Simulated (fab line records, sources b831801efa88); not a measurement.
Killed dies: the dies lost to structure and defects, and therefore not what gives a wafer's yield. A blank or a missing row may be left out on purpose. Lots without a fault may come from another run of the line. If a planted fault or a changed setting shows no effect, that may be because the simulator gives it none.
Chamber matching + flow sky130 + 4 sister chambers for SKY_METAL4_ETCH_17 on rie_diel-02
The step etches SiO2 in C4F8/O2/Ar, stops on TiN, time 3.9 s, target depth 15 nm. 16 wafers are shown with their chamber, then 8 later ones without.

## WAFERS PAIRED WITH THEIR CHAMBERS
| wafer  | chamber | oes_product_au (a.u.) |
|--------|---------|-----------------------|
| L578.2 | 3       | 0.758                 |
| L578.4 | 2       | 0.763                 |
| L578.5 | 1       | 0.766                 |
| L579.1 | 3       | 0.744                 |
| L579.2 | 0       | 0.743                 |
| L579.3 | 2       | 0.745                 |
| L580.1 | 2       | 0.752                 |
| L580.2 | 0       | 0.748                 |
| L580.6 | 0       | 0.749                 |
| L582.2 | 1       | 0.752                 |
| L582.5 | 3       | 0.759                 |
| L582.6 | 0       | 0.765                 |
| L583.1 | 0       | 0.755                 |
| L583.3 | 2       | 0.764                 |
| L583.6 | 0       | 0.755                 |
| L584.1 | 0       | 0.752                 |

SIGNATURES (averages over the wafers above)
| reading        | chamber 0 | chamber 1 | chamber 2 | chamber 3 | scatter within a chamber |
|----------------|-----------|-----------|-----------|-----------|--------------------------|
| oes_product_au | 0.75243   | 0.75900   | 0.75600   | 0.75367   | 0.00806                  |
Rule: distance of a wafer from a chamber = root of the sum over the readings of ((wafer's reading minus chamber's mean) / reading's scatter) squared. The wafer belongs to the nearest chamber; if the next one is less than 2 further off, it can't be placed. The scatter is the square root of a quotient: the sum, over the shown wafers, of each reading's squared deviation from its chamber's mean, divided by wafers minus chambers.

## WAFERS WITHOUT THEIR CHAMBER
| wafer  | oes_product_au (a.u.) |
|--------|-----------------------|
| L584.4 | 0.764                 |
| L584.5 | 0.748                 |
| L594.3 | 0.747                 |
| L594.5 | 0.762                 |
| L594.6 | 0.762                 |
| L596.1 | 0.754                 |
| L596.3 | 0.736                 |
| L596.4 | 0.757                 |

## WHICH CHAMBER EACH ONE RAN IN
| wafer  | from the rows above               | in truth |
|--------|-----------------------------------|----------|
| L584.4 | can't be placed: 1 or 2 or 3 or 0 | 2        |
| L584.5 | can't be placed: 0 or 3 or 2 or 1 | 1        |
| L594.3 | can't be placed: 0 or 3 or 2 or 1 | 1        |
| L594.5 | can't be placed: 1 or 2 or 3 or 0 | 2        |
| L594.6 | can't be placed: 1 or 2 or 3 or 0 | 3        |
| L596.1 | can't be placed: 3 or 0 or 2 or 1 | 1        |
| L596.3 | can't be placed: 0 or 3 or 2 or 1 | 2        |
| L596.4 | can't be placed: 2 or 1 or 3 or 0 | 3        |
Correctly placed: 0 of 8. From these rows, 8 cannot be placed; in 8 the true chamber is one of the candidates. Placed wrongly: 0.
